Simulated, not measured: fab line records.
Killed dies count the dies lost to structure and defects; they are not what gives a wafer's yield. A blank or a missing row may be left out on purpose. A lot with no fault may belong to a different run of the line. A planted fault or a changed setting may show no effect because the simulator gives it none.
Which tool did it? :: flow gf180mcu :: 14 lots, 39 wafers sampled, at 3 steps of a route of 602

## WHAT EACH GAUGE READ, for each wafer
GF_CONTACT_RS_MEAS_25: measurement is done with a four-point probe.
lot: L209
measured: day 16 03:20
on: filmMetro-04
CONTACT_W_RS (ohm/sq): 0.374 0.370 0.368

lot: L210
measured: day 16 08:41
on: filmMetro-04
CONTACT_W_RS (ohm/sq): 0.380 0.385 0.385

lot: L211
measured: day 16 12:48
on: filmMetro-01
CONTACT_W_RS (ohm/sq): 0.379 0.378 0.374

lot: L213
measured: day 17 16:35
on: filmMetro-04
CONTACT_W_RS (ohm/sq): 0.375 0.372 0.373

lot: L215
measured: day 18 04:43
on: filmMetro-01
CONTACT_W_RS (ohm/sq): 0.390 0.388 0.379

lot: L217
measured: day 19 02:55
on: filmMetro-01
CONTACT_W_RS (ohm/sq): 0.371 0.374 0.372

lot: L218
measured: day 19 12:14
on: filmMetro-01
CONTACT_W_RS (ohm/sq): 0.380 0.378

lot: L219
measured: day 19 22:25
on: filmMetro-02
CONTACT_W_RS (ohm/sq): 0.383 0.375

lot: L220
measured: day 20 08:54
on: filmMetro-02
CONTACT_W_RS (ohm/sq): 0.377 0.377

lot: L226
measured: day 22 09:04
on: filmMetro-01
CONTACT_W_RS (ohm/sq): 0.370 0.375 0.378

lot: L227
measured: day 23 06:59
on: filmMetro-01
CONTACT_W_RS (ohm/sq): 0.375 0.373 0.378

lot: L228
measured: day 23 16:04
on: filmMetro-04
CONTACT_W_RS (ohm/sq): 0.373 0.387 0.387

lot: L229
measured: day 23 18:35
on: filmMetro-02
CONTACT_W_RS (ohm/sq): 0.378 0.376 0.378

lot: L232
measured: day 24 09:32
on: filmMetro-02
CONTACT_W_RS (ohm/sq): 0.381 0.380 0.376

GF_CONTACT_THK_MEAS_26: measures by xrf.
lot: L209
measured: day 16 03:28
on: filmMetro-04
CONTACT_W_THK (nm): 298 302 302

lot: L210
measured: day 16 08:48
on: filmMetro-04
CONTACT_W_THK (nm): 294 290 291

lot: L211
measured: day 16 12:54
on: filmMetro-01
CONTACT_W_THK (nm): 298 301 303

lot: L213
measured: day 17 16:42
on: filmMetro-04
CONTACT_W_THK (nm): 301 304 301

lot: L215
measured: day 18 04:49
on: filmMetro-01
CONTACT_W_THK (nm): 292 291 300

lot: L217
measured: day 19 03:01
on: filmMetro-01
CONTACT_W_THK (nm): 310 305 307

lot: L218
measured: day 19 12:21
on: filmMetro-01
CONTACT_W_THK (nm): 301 306

lot: L219
measured: day 19 22:32
on: filmMetro-02
CONTACT_W_THK (nm): 291 297

lot: L220
measured: day 20 09:01
on: filmMetro-02
CONTACT_W_THK (nm): 295 297

lot: L226
measured: day 22 09:10
on: filmMetro-01
CONTACT_W_THK (nm): 308 304 302

lot: L227
measured: day 23 07:06
on: filmMetro-01
CONTACT_W_THK (nm): 303 300 300

lot: L228
measured: day 23 16:11
on: filmMetro-04
CONTACT_W_THK (nm): 299 289 288

lot: L229
measured: day 23 18:43
on: filmMetro-02
CONTACT_W_THK (nm): 295 296 295

lot: L232
measured: day 24 09:39
on: filmMetro-02
CONTACT_W_THK (nm): 291 291 296

## WHICH TOOL RAN EACH LOT (tool, then ch and the chambers of the sampled wafers, then the start)
lot: L209
GF_CONTACT_STRIP_18: plasmaAsher-01 ch 0,1, day 16 02:50

lot: L210
GF_CONTACT_STRIP_18: plasmaAsher-04 ch 0,1, day 16 08:11

lot: L211
GF_CONTACT_STRIP_18: plasmaAsher-04 ch 0,1, day 16 12:17

lot: L213
GF_CONTACT_STRIP_18: plasmaAsher-04 ch 0,1, day 17 16:05

lot: L215
GF_CONTACT_STRIP_18: plasmaAsher-01 ch 0,1, day 18 04:11

lot: L217
GF_CONTACT_STRIP_18: plasmaAsher-01 ch 0,1, day 19 02:25

lot: L218
GF_CONTACT_STRIP_18: plasmaAsher-01 ch 1, day 19 11:44

lot: L219
GF_CONTACT_STRIP_18: plasmaAsher-04 ch 1, day 19 21:53

lot: L220
GF_CONTACT_STRIP_18: plasmaAsher-01 ch 1, day 20 08:23

lot: L226
GF_CONTACT_STRIP_18: plasmaAsher-01 ch 0,1, day 22 08:32

lot: L227
GF_CONTACT_STRIP_18: plasmaAsher-02 ch 0,1, day 23 06:29

lot: L228
GF_CONTACT_STRIP_18: plasmaAsher-02 ch 0,1, day 23 15:35

lot: L229
GF_CONTACT_STRIP_18: plasmaAsher-02 ch 0,1, day 23 17:59

lot: L232
GF_CONTACT_STRIP_18: plasmaAsher-01 ch 0,1, day 24 09:02
- GF_CONTACT_STRIP_18: strips in O2/N2.

## AS READ BY THE TOOLS THEMSELVES (means over the sampled wafers that have a number; for cases with no such wafer, the mark the record gives instead)
GF_CONTACT_STRIP_18.
lot: L209
tool: plasmaAsher-01
chamberPressureMTorr (mTorr): 1500.6
drypumpMotorCurrentA (A): 5.74
heaterPowerW (W): 382
o2FlowSccm (sccm): 2998
oesProductAu (a.u.): 0.581

lot: L210
tool: plasmaAsher-04
chamberPressureMTorr (mTorr): 1500.5
drypumpMotorCurrentA (A): 5.61
heaterPowerW (W): 319
o2FlowSccm (sccm): 3000
oesProductAu (a.u.): 0.578

lot: L211
tool: plasmaAsher-04
chamberPressureMTorr (mTorr): 1501.0
drypumpMotorCurrentA (A): 5.63
heaterPowerW (W): 321
o2FlowSccm (sccm): 2990
oesProductAu (a.u.): 0.586

lot: L213
tool: plasmaAsher-04
chamberPressureMTorr (mTorr): 1500.9
drypumpMotorCurrentA (A): 5.49
heaterPowerW (W): 321
o2FlowSccm (sccm): 2996
oesProductAu (a.u.): 0.575

lot: L215
tool: plasmaAsher-01
chamberPressureMTorr (mTorr): 1499.5
drypumpMotorCurrentA (A): 5.65
heaterPowerW (W): 378
o2FlowSccm (sccm): 3004
oesProductAu (a.u.): 0.580

lot: L217
tool: plasmaAsher-01
chamberPressureMTorr (mTorr): 1500.9
drypumpMotorCurrentA (A): 5.75
heaterPowerW (W): 384
o2FlowSccm (sccm): 3001
oesProductAu (a.u.): 0.585

lot: L218
tool: plasmaAsher-01
chamberPressureMTorr (mTorr): 1499.8
drypumpMotorCurrentA (A): 5.53
heaterPowerW (W): 372
o2FlowSccm (sccm): 2993
oesProductAu (a.u.): 0.577

lot: L219
tool: plasmaAsher-04
chamberPressureMTorr (mTorr): 1498.0
drypumpMotorCurrentA (A): 5.75
heaterPowerW (W): 336
o2FlowSccm (sccm): 3010
oesProductAu (a.u.): 0.582

lot: L220
tool: plasmaAsher-01
chamberPressureMTorr (mTorr): 1499.5
drypumpMotorCurrentA (A): 5.56
heaterPowerW (W): 380
o2FlowSccm (sccm): 2989
oesProductAu (a.u.): 0.585

lot: L226
tool: plasmaAsher-01
chamberPressureMTorr (mTorr): 1499.8
drypumpMotorCurrentA (A): 5.76
heaterPowerW (W): 382
o2FlowSccm (sccm): 3008
oesProductAu (a.u.): 0.585

lot: L227
tool: plasmaAsher-02
chamberPressureMTorr (mTorr): 1500.8
drypumpMotorCurrentA (A): 5.22
heaterPowerW (W): 327
o2FlowSccm (sccm): 2993
oesProductAu (a.u.): 0.575

lot: L228
tool: plasmaAsher-02
chamberPressureMTorr (mTorr): 1499.7
drypumpMotorCurrentA (A): 5.40
heaterPowerW (W): 348
o2FlowSccm (sccm): 3004
oesProductAu (a.u.): 0.577

lot: L229
tool: plasmaAsher-02
chamberPressureMTorr (mTorr): 1500.3
drypumpMotorCurrentA (A): 5.21
heaterPowerW (W): 327
o2FlowSccm (sccm): 2998
oesProductAu (a.u.): 0.580

lot: L232
tool: plasmaAsher-01
chamberPressureMTorr (mTorr): 1499.6
drypumpMotorCurrentA (A): 5.65
heaterPowerW (W): 378
o2FlowSccm (sccm): 3005
oesProductAu (a.u.): 0.583

## THE ANSWER, worked out from the rows above alone
Rule: the usual values come from the lots themselves. Put in order of their means at a reading, lots are off if they are a third of the lots or fewer, leave a main group of 4 or more, and stand apart from it by a gap of 3 or more times the standard deviation of the main group's means; of several such gaps the widest counts. A main group is skipped when, at the precision printed for the reading in the tables above, its means are all equal. Also off: a lot with no number at a reading for which 4 or more lots have one. All remaining lots with rows at the step are treated as sound. After the gauges, taken in route order, come the tools' own readings; for these a lot's mean is taken, as printed above. At the first step where some lot is off, the reading lying furthest off is the one used; lots without a number count as furthest.
No lot is off at any reading shown: from this, nothing can be told.

## WHAT THE SIMULATOR HAD INSERTED
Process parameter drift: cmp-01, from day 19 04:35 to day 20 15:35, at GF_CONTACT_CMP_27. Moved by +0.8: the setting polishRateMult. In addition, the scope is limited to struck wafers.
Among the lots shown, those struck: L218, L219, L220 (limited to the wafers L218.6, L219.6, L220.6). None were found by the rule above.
